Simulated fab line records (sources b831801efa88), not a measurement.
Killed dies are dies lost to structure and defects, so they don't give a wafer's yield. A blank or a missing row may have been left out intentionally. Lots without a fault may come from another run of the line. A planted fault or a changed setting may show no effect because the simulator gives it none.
fab line records	flow sky130
[record] lots = 6	wafers = 18	lastDay = 50
route steps=708 shown VT_ADJUST_HVTR@139 VT_ADJUST_PCH@143 SONOS_TUNNEL@154 PAD_OPEN@708
lots that met no fault: taken from a fault-free run of the same line
startH: hours from the record's opening day to when the first of the lot's shown wafers began	waitH: hours from the lot's prior step to this one	" repeats the value in the row above	L1.1+2: a row that stands for several wafers	- no value, or no start was given	* or withheld: withheld	< > ~ a bound
route shown NAME@n: NAME is a module with steps in the file, n the number in the route of the first one	usual: average and standard deviation across the fault-free wafers	same: alike in all rows	chamber/n: place in a boat	sites: each site's reading	_std_site: their standard deviation	_edge_site: the outer-site mean with the inner-site mean subtracted	radiusMm: how far each site lies from the wafer's centre	mask NAME#n: copy n	behind: the most recent tool/chamber to have shaped the wafer	hold: the reason the lot was held/the length of the hold in hours/how it ended	device: the n, p or np transistor that did not switch	end of line: tests of these same wafers at the route's end	a step with no rows: only its recipe	killed: count of dies lost to structure and defects at first sort (not the wafer's yield)	map: dies across one wafer; x = killed, . = not, _ = none there
set.NAME: the setting as run; set.NAME@STEP: as run at that earlier step	model.NAME: the simulator's own value behind a step, which no gauge read
lots seen at some steps along the route; tables by step, rows by wafer
services: the hour from which a tool's chamber was out of use, counted from the record's first day as startH (under 0 if before that day), plus the number of hours and why
[[steps]]
[step SKY_VT_ADJUST_HVTR_OVL_MEAS_08]
[usual] VT_ADJUST_HVTR_OVL = 0.4/1.4
lot.wafer	tool	chamber	startH	waitH	VT_ADJUST_HVTR_OVL[nm]
L657.1	overlay-01	-	214.14	0.1	1.0
L657.5	"	-	"	"	-0.7
L657.6	"	-	"	"	-0.4
L660.1	overlay-02	-	247.94	0.1	-1.5
L660.3	"	-	"	"	0.8
L660.6	"	-	"	"	-0.3
L661.1	overlay-02	-	256.70	0.1	1.2
L661.5	"	-	"	"	3.0
L661.6	"	-	"	"	0.7
L672.2	overlay-01	-	327.49	0.1	0.6
L672.5	"	-	"	"	-2.1
L672.6	"	-	"	"	-0.3
L675.3	overlay-02	-	353.43	0.1	-2.2
L675.4	"	-	"	"	-1.7
L675.5	"	-	"	"	-2.2
L676.3	overlay-02	-	355.28	0.1	1.7
L676.5	"	-	"	"	2.1
L676.6	"	-	"	"	2.5
[step SKY_VT_ADJUST_HVTR_IMPLANT_09]
[recipe] species = B	energyKev = 10	doseCm2 = 2.1e+12	tiltDeg = withheld
[step SKY_VT_ADJUST_HVTR_STRIP_10]
[recipe] chemistry = O2/N2	powerW = 1400	pressureMtorr = 1500	platenTempC = withheld	o2FlowSccm = 3000	n2FlowSccm = 300	overashFraction = 0.5
[usual] drypumpMotorCurrentA = 5.97/0.24	oesProductAu = 0.716/0.0044	stripTimeToEndpointS = 14.19/0.04
lot.wafer	tool	chamber	startH	waitH	drypumpMotorCurrentA	oesProductAu	rfHoursCounterH	stripTimeToEndpointS
L657.1	plasmaAsher-04	1	214.32	0.1	6.31	0.713	52	14.16
L657.5	"	0	"	"	5.98	0.717	-	14.22
L657.6	"	1	"	"	6.28	0.717	-	14.16
L660.1	plasmaAsher-01	0	248.12	0.1	6.16	0.712	44	14.23
L660.3	"	1	"	"	6.11	0.716	-	14.22
L660.6	"	0	"	"	6.16	0.719	-	14.19
L661.1	plasmaAsher-02	0	256.88	0.1	5.93	0.715	57	14.16
L661.5	"	1	"	"	5.56	0.716	-	14.18
L661.6	"	0	"	"	5.91	0.713	-	14.18
L672.2	plasmaAsher-01	0	327.67	0.1	6.13	0.714	51	14.22
L672.5	"	1	"	"	6.13	0.721	-	14.22
L672.6	"	0	"	"	6.14	0.717	-	14.23
L675.3	plasmaAsher-02	1	353.64	0.1	5.57	0.720	-	14.16
L675.4	"	0	"	"	5.92	0.718	-	14.14
L675.5	"	1	"	"	5.58	0.714	-	14.16
L676.3	plasmaAsher-04	1	355.49	0.1	6.30	0.714	-	14.25
L676.5	"	1	"	"	6.28	0.723	-	14.24
L676.6	"	0	"	"	6.02	0.715	-	14.26
[step SKY_VT_ADJUST_HVTR_TW_MEAS_11]
[usual] VT_ADJUST_HVTR_TW = 213/4.2
lot.wafer	tool	chamber	startH	waitH	VT_ADJUST_HVTR_TW
L657.1	filmMetro-04	-	214.42	0.1	208
L657.5	"	-	"	"	207
L657.6	"	-	"	"	208
L660.1	filmMetro-03	-	248.22	0.1	208
L660.3	"	-	"	"	210
L660.6	"	-	"	"	210
L661.1	filmMetro-02	-	256.98	0.1	216
L661.5	"	-	"	"	217
L661.6	"	-	"	"	216
L672.2	filmMetro-04	-	327.78	0.1	208
L672.5	"	-	"	"	206
L672.6	"	-	"	"	207
L675.3	filmMetro-03	-	353.72	0.1	209
L675.4	"	-	"	"	211
L675.5	"	-	"	"	210
L676.3	filmMetro-02	-	355.57	0.1	215
L676.5	"	-	"	"	216
L676.6	"	-	"	"	216
[step SKY_VT_ADJUST_PCH_DEHYDRATE_00]
[recipe] tempC = 200	timeS = 60
[step SKY_VT_ADJUST_PCH_HMDS_01]
[recipe] primeTimeS = 60	primeTempC = 120
[step SKY_VT_ADJUST_PCH_COAT_02]
[recipe] spinRpm = 2000	resistThkNm = 3000
[step SKY_VT_ADJUST_PCH_SOFTBAKE_03]
[recipe] tempC = 110	timeS = withheld
[step SKY_VT_ADJUST_PCH_EXPOSE_04]
[recipe] maskId = NWM	na = 0.6	sourceShape = conventional	sigmaOuter = 0.6	polarization = unpolarized	targetCdNm = 840	doseMj = 255
[step SKY_VT_ADJUST_PCH_PEB_05]
[recipe] tempC = 115	timeS = withheld
[step SKY_VT_ADJUST_PCH_DEVELOP_06]
[recipe] wallAngleDeg = 90	developer = TMAH	developTimeS = 60	devTempC = 23
[step SKY_VT_ADJUST_PCH_OVL_MEAS_07]
[usual] VT_ADJUST_PCH_OVL = -0.2/1.5
lot.wafer	tool	chamber	startH	waitH	VT_ADJUST_PCH_OVL[nm]
L657.1	overlay-01	-	236.95	-	-3.6
L657.5	"	-	"	"	-3.0
L657.6	"	-	"	"	-0.3
L660.1	overlay-01	-	272.25	-	1.0
L660.3	"	-	"	"	1.5
L660.6	"	-	"	"	0.9
L661.1	overlay-02	-	280.75	-	-0.6
L661.5	"	-	"	"	-0.4
L661.6	"	-	"	"	0.2
L672.2	overlay-01	-	355.50	-	0.7
L672.5	"	-	"	"	-0.6
L672.6	"	-	"	"	2.5
L675.3	overlay-02	-	381.68	-	-1.6
L675.4	"	-	"	"	-2.9
L675.5	"	-	"	"	-0.6
L676.3	overlay-01	-	383.53	-	-1.4
L676.5	"	-	"	"	-1.8
L676.6	"	-	"	"	-2.9
[step SKY_VT_ADJUST_PCH_IMPLANT_08]
[recipe] species = B	energyKev = 10	doseCm2 = 5e+11	tiltDeg = withheld
[usual] doseIonsCm2 = 5e+11/5.5e+08	endStationPressureTorr = 5.03e-06/2.8e-07	faradayCurrentUA = 2.83/0.054
lot.wafer	tool	chamber	startH	waitH	doseIonsCm2	endStationPressureTorr	faradayCurrentUA
L657.1	implanter-01	0	236.98	0.0	4.995e+11	5.05e-06	2.83
L657.5	"	0	"	"	4.993e+11	5.33e-06	2.79
L657.6	"	0	"	"	4.995e+11	4.74e-06	2.84
L660.1	implanter-01	0	272.28	0.0	2.127e+11	5.52e-06	1.20
L660.3	"	0	"	"	2.125e+11	5.52e-06	1.16
L660.6	"	0	"	"	2.128e+11	5.35e-06	1.20
L661.1	implanter-01	0	280.78	0.0	2.131e+11	5.81e-06	1.19
L661.5	"	0	"	"	2.126e+11	4.67e-06	1.20
L661.6	"	0	"	"	2.128e+11	5.78e-06	1.18
L672.2	implanter-04	0	355.56	0.0	4.999e+11	4.76e-06	2.83
L672.5	"	0	"	"	5.001e+11	5.51e-06	2.81
L672.6	"	0	"	"	4.998e+11	5.03e-06	2.84
L675.3	implanter-02	0	381.75	0.1	5.001e+11	5.35e-06	2.86
L675.4	"	0	"	"	4.994e+11	5.48e-06	2.76
L675.5	"	0	"	"	5.001e+11	5.17e-06	2.83
L676.3	implanter-02	0	383.60	0.1	4.993e+11	4.87e-06	2.96
L676.5	"	0	"	"	5.002e+11	4.76e-06	2.87
L676.6	"	0	"	"	4.997e+11	4.88e-06	2.77
[step SKY_VT_ADJUST_PCH_STRIP_09]
[recipe] chemistry = O2/N2	powerW = 1400	pressureMtorr = 1500	platenTempC = withheld	o2FlowSccm = 3000	n2FlowSccm = 300	overashFraction = 0.5
[usual] drypumpMotorCurrentA = 6.13/0.19	oesProductAu = 0.723/0.0044	stripTimeToEndpointS = 36.89/0.093
lot.wafer	tool	chamber	startH	waitH	drypumpMotorCurrentA	oesProductAu	rfHoursCounterH	stripTimeToEndpointS
L657.1	plasmaAsher-01	0	237.13	0.1	6.14	0.727	43	36.84
L657.5	"	1	"	"	6.09	0.727	-	36.85
L657.6	"	0	"	"	6.14	0.723	-	36.91
L660.1	plasmaAsher-01	1	272.43	0.1	6.11	0.726	46	36.98
L660.3	"	1	"	"	6.10	0.723	-	36.90
L660.6	"	1	"	"	6.09	0.724	-	36.93
L661.1	plasmaAsher-04	1	280.93	0.1	6.27	0.730	59	36.91
L661.5	"	1	"	"	6.29	0.722	-	36.81
L661.6	"	0	"	"	5.98	0.719	-	36.85
L672.2	plasmaAsher-01	1	355.68	0.1	6.06	0.728	54	36.93
L672.5	"	1	"	"	6.10	0.726	-	36.79
L672.6	"	0	"	"	6.16	0.721	-	36.93
L675.3	plasmaAsher-01	1	381.89	0.1	6.12	0.722	-	36.86
L675.4	"	0	"	"	6.13	0.713	-	36.89
L675.5	"	1	"	"	6.11	0.722	-	36.83
L676.3	plasmaAsher-04	1	383.73	0.1	6.28	0.720	-	36.82
L676.5	"	1	"	"	6.29	0.729	-	36.91
L676.6	"	0	"	"	5.99	0.728	-	36.89
[step SKY_VT_ADJUST_PCH_TW_MEAS_10]
[usual] VT_ADJUST_PCH_TW = 143.4/2.6
lot.wafer	tool	chamber	startH	waitH	VT_ADJUST_PCH_TW
L657.1	filmMetro-02	-	237.23	0.1	147.8
L657.5	"	-	"	"	147.8
L657.6	"	-	"	"	147.2
L660.1	filmMetro-02	-	272.53	0.1	118.4
L660.3	"	-	"	"	118.3
L660.6	"	-	"	"	118.6
L661.1	filmMetro-01	-	281.03	0.1	113.6
L661.5	"	-	"	"	114.1
L661.6	"	-	"	"	114.0
L672.2	filmMetro-03	-	355.79	0.1	141.3
L672.5	"	-	"	"	141.4
L672.6	"	-	"	"	142.1
L675.3	filmMetro-01	-	381.97	0.1	140.8
L675.4	"	-	"	"	141.0
L675.5	"	-	"	"	142.3
L676.3	filmMetro-02	-	383.82	0.1	146.9
L676.5	"	-	"	"	146.6
L676.6	"	-	"	"	146.5
[step SKY_SONOS_TUNNEL_DEHYDRATE_00]
[recipe] tempC = 200	timeS = 60
[step SKY_PAD_OPEN_PROBE_99]
[usual] killed_at_M0_to_M3 = 44/7.3	killed_at_M4_up = 3.1/1.9	killedAtContacts = 24/5.3	killedAtFrontEnd = 15/4	killedAtOther = 0.4/0.6	killedDies = 86/9.2	killedOpen = 47/6.9	killedShort = 39/6.9
[same] grossDies = 492	killedAtBackSide = 0
lot.wafer	tool	chamber	startH	waitH	killed_at_M0_to_M3	killed_at_M4_up	killedAtContacts	killedAtFrontEnd	killedAtOther	killedDies	killedOpen	killedShort	model.etest.nfet_16v.rOnOhmUm	model.etest.pfetG5v0d10v5.rOnOhmUm	model.etest.pfetG5v0d10v5.driveUaUm	model.etest.pfet_01v8_lvt.driveUaUm	model.etest.pfet_16v.driveUaUm	model.etest.pfet_01v8_mvt.driveUaUm	model.etest.pfet_01v8_lvt.offLog10AUm	model.etest.pfetG5v0d10v5.offLog10AUm
L657.1	prober-02	-	1082.29	0.1	35	1	22	16	1	75	42	33	1.37e+04	4638	352.8	175.2	253	154.8	-9.081	-12.38
L657.5	prober-02	-	1082.49	0.2	42	1	26	18	0	87	46	41	1.381e+04	4681	351.9	172.7	252.7	156.9	-9.217	-12.39
L657.6	prober-02	-	1082.54	0.2	44	3	18	12	0	77	39	38	1.371e+04	4670	347.5	175.2	248.6	156.2	-8.908	-12.55
L660.1	prober-01	-	1110.61	0.1	40	3	16	16	0	75	41	34	1.333e+04	4754	337.7	166.2	241.8	149.8	-9.807	-13.69
L660.3	prober-01	-	1110.71	0.2	49	2	16	16	0	83	48	34	1.337e+04	4795	338.1	163.3	239.3	144.1	-9.918	-13.54
L660.6	prober-01	-	1110.86	0.2	41	1	20	14	0	76	46	30	1.341e+04	4780	336.3	165.7	240.5	147.2	-10.01	-13.53
L661.1	prober-02	-	1115.76	0.1	31	0	25	13	0	69	45	24	1.348e+04	4812	336.4	163.9	235.2	150	-9.896	-13.55
L661.5	prober-02	-	1115.96	0.2	49	0	21	20	0	90	41	49	1.362e+04	4822	334.1	165.6	236.1	151.2	-10.02	-13.4
L661.6	prober-02	-	1116.01	0.2	32	3	21	13	0	69	39	30	1.348e+04	4733	343.4	167.7	238.6	153.5	-9.904	-13.5
L672.2	prober-02	-	1168.95	0.1	36	6	17	19	1	79	43	36	1.386e+04	4514	359.5	181.1	250.9	159	-8.711	-12.14
L672.5	prober-02	-	1169.10	0.2	50	3	16	11	0	80	44	36	1.377e+04	4645	352.1	176.9	249.9	154.9	-8.565	-12.23
L672.6	prober-02	-	1169.15	0.2	38	5	35	21	0	99	42	57	1.393e+04	4574	352.6	181.7	248	158.5	-8.788	-12.38
L675.3	prober-02	-	1186.20	0.2	43	2	30	10	0	85	51	34	1.392e+04	4692	349	176	247.2	156.8	-8.788	-12.19
L675.4	prober-02	-	1186.25	0.2	45	3	14	7	0	69	44	25	1.376e+04	4698	345.2	173.6	248.6	154.4	-8.67	-12.54
L675.5	prober-02	-	1186.30	0.2	42	3	19	19	1	84	41	42	1.388e+04	4783	339.3	173.7	242.5	154.1	-9.117	-12.43
L676.3	prober-01	-	1188.89	0.2	25	2	25	13	0	65	37	28	1.432e+04	4832	334.4	174.3	240.8	147.8	-8.933	-12.87
L676.5	prober-01	-	1188.99	0.2	46	5	30	9	1	91	50	40	1.426e+04	4835	334.3	176.8	245.3	151.2	-8.719	-12.77
L676.6	prober-01	-	1189.04	0.2	41	4	19	15	0	79	44	35	1.429e+04	4810	338.6	173.1	246.8	150.1	-8.975	-12.94
// killed by level:class
L657.1 VIA1:geometricParticle:open=9 CONTACT:geometricParticle:open=8 LI_CONTACT:geometricParticle:open=7 FIELD_ISO:geometricParticle:short=6 VIA3:geometricParticle:open=5 FIELD_ISO:geometricParticle:open=4 VIA1:geometricParticle:short=4 METAL2:geometricParticle:short=4
L657.5 VIA3:geometricParticle:open=9 CONTACT:geometricParticle:short=8 VIA2:geometricParticle:open=8 METAL2:geometricParticle:short=6 LOCAL_INTERCONNECT:geometricParticle:short=6 CONTACT:geometricParticle:open=6 POLY_GATE:geometricParticle:open=5 VIA1:geometricParticle:open=5
L657.6 VIA1:geometricParticle:open=14 LI_CONTACT:geometricParticle:open=6 METAL2:geometricParticle:short=6 VIA3:geometricParticle:short=5 CONTACT:geometricParticle:short=5 VIA2:geometricParticle:open=5 CONTACT:geometricParticle:open=4 METAL1:geometricParticle:short=4
L660.1 VIA3:geometricParticle:open=10 VIA1:geometricParticle:open=9 FIELD_ISO:geometricParticle:short=5 CONTACT:geometricParticle:open=5 CONTACT:geometricParticle:short=5 FIELD_ISO:geometricParticle:open=3 SPACER:geometricParticle:open=3 METAL1:geometricParticle:short=3
L660.3 VIA1:geometricParticle:open=14 VIA3:geometricParticle:open=8 METAL2:geometricParticle:short=7 LI_CONTACT:geometricParticle:open=6 POLY_GATE:geometricParticle:open=5 VIA2:geometricParticle:open=5 VIA2:geometricParticle:short=4 CONTACT:geometricParticle:open=4
L660.6 VIA1:geometricParticle:open=14 LI_CONTACT:geometricParticle:open=7 VIA2:geometricParticle:open=6 VIA3:geometricParticle:open=6 CONTACT:geometricParticle:open=5 FIELD_ISO:geometricParticle:short=4 CONTACT:geometricParticle:short=4 METAL2:geometricParticle:short=4
L661.1 VIA1:geometricParticle:open=10 LI_CONTACT:geometricParticle:open=8 CONTACT:geometricParticle:open=8 METAL2:geometricParticle:short=5 VIA3:geometricParticle:open=5 FIELD_ISO:geometricParticle:open=3 POLY_GATE:geometricParticle:short=3 LOCAL_INTERCONNECT:geometricParticle:open=3
L661.5 CONTACT:geometricParticle:open=8 METAL1:geometricParticle:short=8 METAL2:geometricParticle:short=8 VIA2:geometricParticle:open=7 VIA2:geometricParticle:short=6 POLY_GATE:geometricParticle:short=5 LI_CONTACT:geometricParticle:open=5 VIA3:geometricParticle:open=5
L661.6 CONTACT:geometricParticle:open=9 VIA1:geometricParticle:open=7 CONTACT:geometricParticle:short=5 VIA2:geometricParticle:open=5 VIA3:geometricParticle:open=5 POLY_GATE:geometricParticle:open=4 FIELD_ISO:geometricParticle:short=3 LI_CONTACT:geometricParticle:open=3
L672.2 LI_CONTACT:geometricParticle:open=8 VIA2:geometricParticle:open=7 FIELD_ISO:geometricParticle:open=5 METAL4:geometricParticle:short=5 VIA3:geometricParticle:open=5 VIA1:geometricParticle:open=5 VIA1:geometricParticle:short=5 VIA2:geometricParticle:short=4
L672.5 VIA1:geometricParticle:open=11 VIA2:geometricParticle:open=9 VIA3:geometricParticle:open=6 CONTACT:geometricParticle:open=6 METAL2:geometricParticle:short=6 METAL3:geometricParticle:short=5 FIELD_ISO:geometricParticle:open=4 VIA3:geometricParticle:short=4
L672.6 METAL1:geometricParticle:short=9 METAL2:geometricParticle:short=9 LI_CONTACT:geometricParticle:open=7 LOCAL_INTERCONNECT:geometricParticle:short=7 CONTACT:geometricParticle:short=7 CONTACT:geometricParticle:open=7 FIELD_ISO:geometricParticle:open=6 POLY_GATE:geometricParticle:short=6
L675.3 VIA1:geometricParticle:open=11 CONTACT:geometricParticle:open=10 VIA2:geometricParticle:open=9 LI_CONTACT:geometricParticle:open=8 VIA2:geometricParticle:short=5 POLY_GATE:geometricParticle:open=4 LOCAL_INTERCONNECT:geometricParticle:short=4 CONTACT:geometricParticle:short=4
L675.4 VIA1:geometricParticle:open=10 VIA3:geometricParticle:open=9 VIA2:geometricParticle:open=5 METAL1:geometricParticle:short=5 FIELD_ISO:geometricParticle:open=4 LI_CONTACT:geometricParticle:open=4 METAL2:geometricParticle:short=4 LI_CONTACT:geometricParticle:short=3
L675.5 VIA1:geometricParticle:open=12 POLY_GATE:geometricParticle:short=9 CONTACT:geometricParticle:open=7 LI_CONTACT:geometricParticle:open=6 METAL2:geometricParticle:short=6 VIA2:geometricParticle:open=6 FIELD_ISO:geometricParticle:open=4 METAL1:geometricParticle:short=4
L676.3 LI_CONTACT:geometricParticle:open=7 LOCAL_INTERCONNECT:geometricParticle:short=7 CONTACT:geometricParticle:open=6 POLY_GATE:geometricParticle:short=5 LI_CONTACT:geometricParticle:short=4 VIA3:geometricParticle:open=4 VIA2:geometricParticle:open=4 METAL1:geometricParticle:open=3
L676.5 VIA1:geometricParticle:open=16 LI_CONTACT:geometricParticle:open=13 VIA2:geometricParticle:open=8 LOCAL_INTERCONNECT:geometricParticle:short=5 CONTACT:geometricParticle:open=5 METAL4:geometricParticle:short=5 POLY_GATE:geometricParticle:short=4 LI_CONTACT:geometricParticle:short=4
L676.6 VIA3:geometricParticle:open=14 LI_CONTACT:geometricParticle:open=8 VIA1:geometricParticle:short=7 CONTACT:geometricParticle:open=6 POLY_GATE:geometricParticle:short=4 POLY_GATE:geometricParticle:open=4 METAL2:geometricParticle:short=4 METAL4:geometricParticle:short=4
[[services]]
tool	chamber	startH	hours	kind
implanter-01	-	203.21	6.8	repair
implanter-01	-	229.32	6.1	repair
plasmaAsher-01	-	245.28	2.8	pm
implanter-02	-	261.43	6.0	repair
implanter-01	-	282.90	2.3	repair
plasmaAsher-02	-	289.18	0.8	repair
implanter-02	-	300.10	3.1	pm
implanter-04	-	306.67	1.8	repair
plasmaAsher-04	-	307.17	1.6	repair
plasmaAsher-01	-	318.18	0.5	repair
implanter-04	-	326.57	22.0	pm
plasmaAsher-04	-	342.23	1.8	repair
plasmaAsher-02	-	347.63	2.8	pm
plasmaAsher-04	-	374.28	9.4	repair
implanter-01	-	379.64	2.3	repair
[[key]]
[firstSign] step = SKY_VT_ADJUST_PCH_IMPLANT_08	reading = doseIonsCm2	direction = down	sigmas = 99+	usual = *	struck = *
[effect] step = SKY_VT_ADJUST_PCH_IMPLANT_08	reading = faradayCurrentUA	direction = down	sigmas = 30	usual = 2.83	struck = 1.19
[effect] step = SKY_VT_ADJUST_PCH_TW_MEAS_10	reading = VT_ADJUST_PCH_TW	direction = down	sigmas = 10	usual = 143.4	struck = 116.1
[modelEffect] step = SKY_PAD_OPEN_PROBE_99	value = etest.nfet_16v.rOnOhmUm	without = 1.378e+04	struck = 1.345e+04
metAt SKY_VT_ADJUST_PCH_IMPLANT_08
struckWafers L660.1,L660.3,L660.6,L661.1,L661.5,L661.6
testerLeftOut L660,L661
onsetBetween 236.98 272.28
[fault] kind = processParameterDrift	tool = implanter-01	chamber = -	onsetH = 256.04	steps = SKY_VT_ADJUST_PCH_IMPLANT_08	channel = doseCm2	offset = *	shape = step	endH = 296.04	actsIn = *	stated = *
// testerLeftOut: of these lots the tester's yield and bins aren't shown, on N5 and GAA mostly nor the transistor test; their killed dies are dies lost to structure and defects alone, not to doping, threshold or leakage, so they don't give the yield
